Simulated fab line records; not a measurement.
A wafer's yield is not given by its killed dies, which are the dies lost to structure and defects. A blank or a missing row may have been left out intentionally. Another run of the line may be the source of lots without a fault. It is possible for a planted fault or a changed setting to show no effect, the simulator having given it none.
Chamber matching / flow gf180mcu / pecvd-04 running GF_V2_CVD_02: 3 sister chambers
The step deposits SiO2 from TEOS, target thk 850 nm, time 94.851 s. 14 wafers are shown with their chamber, then 7 later ones without.

## EACH WAFER AND ITS CHAMBER
wafer=L544.2; chamber=1; heaterPowerW (W)=670
wafer=L544.3; chamber=0; heaterPowerW (W)=775
wafer=L544.6; chamber=1; heaterPowerW (W)=547
wafer=L555.3; chamber=0; heaterPowerW (W)=710
wafer=L555.4; chamber=0; heaterPowerW (W)=752
wafer=L555.6; chamber=1; heaterPowerW (W)=547
wafer=L559.3; chamber=2; heaterPowerW (W)=765
wafer=L559.4; chamber=1; heaterPowerW (W)=548
wafer=L559.6; chamber=2; heaterPowerW (W)=804
wafer=L561.1; chamber=1; heaterPowerW (W)=671
wafer=L561.3; chamber=0; heaterPowerW (W)=753
wafer=L561.4; chamber=1; heaterPowerW (W)=706
wafer=L563.1; chamber=2; heaterPowerW (W)=772
wafer=L563.3; chamber=0; heaterPowerW (W)=759

SIGNATURES (means of the wafers above)
reading=heaterPowerW; chamber 0=749.80; chamber 1=614.83; chamber 2=780.33; scatter within a chamber=53.4
Rule: for each reading, subtract the chamber's mean from the wafer's reading, divide by that reading's scatter and square the result; add these up over the readings and take the root, which gives the wafer's distance from the chamber. The wafer belongs to the nearest chamber; if the next one is less than 2 further off, it can't be placed. The scatter: take each reading less its chamber's mean, square it, sum over the shown wafers, divide by the number of wafers less the number of chambers, and take the root.

## WAFERS WITHOUT THEIR CHAMBER
wafer=L563.6; heaterPowerW (W)=802
wafer=L565.1; heaterPowerW (W)=819
wafer=L565.3; heaterPowerW (W)=709
wafer=L565.6; heaterPowerW (W)=767
wafer=L567.3; heaterPowerW (W)=699
wafer=L567.4; heaterPowerW (W)=654
wafer=L567.5; heaterPowerW (W)=750

## EACH ONE'S CHAMBER
wafer=L563.6; from the rows above=can't be placed: 2 or 0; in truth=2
wafer=L565.1; from the rows above=can't be placed: 2 or 0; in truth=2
wafer=L565.3; from the rows above=can't be placed: 0 or 2 or 1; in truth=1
wafer=L565.6; from the rows above=can't be placed: 2 or 0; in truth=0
wafer=L567.3; from the rows above=can't be placed: 0 or 2 or 1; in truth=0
wafer=L567.4; from the rows above=can't be placed: 1 or 0 or 2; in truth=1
wafer=L567.5; from the rows above=can't be placed: 0 or 2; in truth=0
Placed correctly: 0 of 7. From these rows, 7 cannot be placed; in 7 the true chamber is one of the candidates. 0 placed wrongly.
